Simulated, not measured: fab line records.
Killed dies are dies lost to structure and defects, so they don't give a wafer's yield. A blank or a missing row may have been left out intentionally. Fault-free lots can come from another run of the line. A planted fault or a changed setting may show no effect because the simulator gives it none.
Chamber matching    flow gf180mcu    cmp-01 running GF_V4_CMP_26: 4 sister chambers
The step polishes, stops on SiO2, t overpolish 15 s, target thk 0 nm. 4 wafers are shown with their chamber, then 12 later ones without.

WAFERS WITH THEIR CHAMBER
wafer   chamber  motorCurrentA (A)
L086.3  1        10.3
L086.4  0        9.4
L087.5  3        10.6
L087.6  2        12.7

WAFERS WITHOUT THEIR CHAMBER
wafer   motorCurrentA (A)
L089.2  13.3
L089.4  11.2
L089.6  10.2
L088.2  10.4
L088.3  9.7
L088.6  9.9
L090.2  11.0
L090.3  10.5
L090.4  9.7
L097.1  9.6
L097.4  10.4
L097.5  12.7

THE CHAMBER EACH PASSED THROUGH
wafer   from the rows above           in truth
L089.2  2                             2
L089.4  can't be placed: 3 or 1       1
L089.6  can't be placed: 1 or 3       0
L088.2  can't be placed: 1 or 3       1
L088.3  can't be placed: 0 or 1 or 3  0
L088.6  can't be placed: 1 or 0 or 3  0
L090.2  can't be placed: 3 or 1       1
L090.3  can't be placed: 3 or 1       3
L090.4  can't be placed: 0 or 1 or 3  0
L097.1  can't be placed: 0 or 1       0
L097.4  can't be placed: 1 or 3       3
L097.5  2                             2
2 of 12 placed correctly. From these rows, 10 cannot be placed; in 9 the true chamber is one of the candidates. Wrongly placed: 0.
How it was worked out, from the rows above alone: a wafer's distance from a chamber is the root of the sum, over the readings, of the square of ((its reading less the chamber's mean) divided by the reading's scatter). The wafer belongs to the nearest chamber; if the next one is less than 2 further off, it can't be placed. The mean given for a chamber averages the wafers shown for that chamber. The scatter (one wafer shown for each chamber): square how far every hidden wafer sits from the nearest shown wafer, average those squares and take the square root.
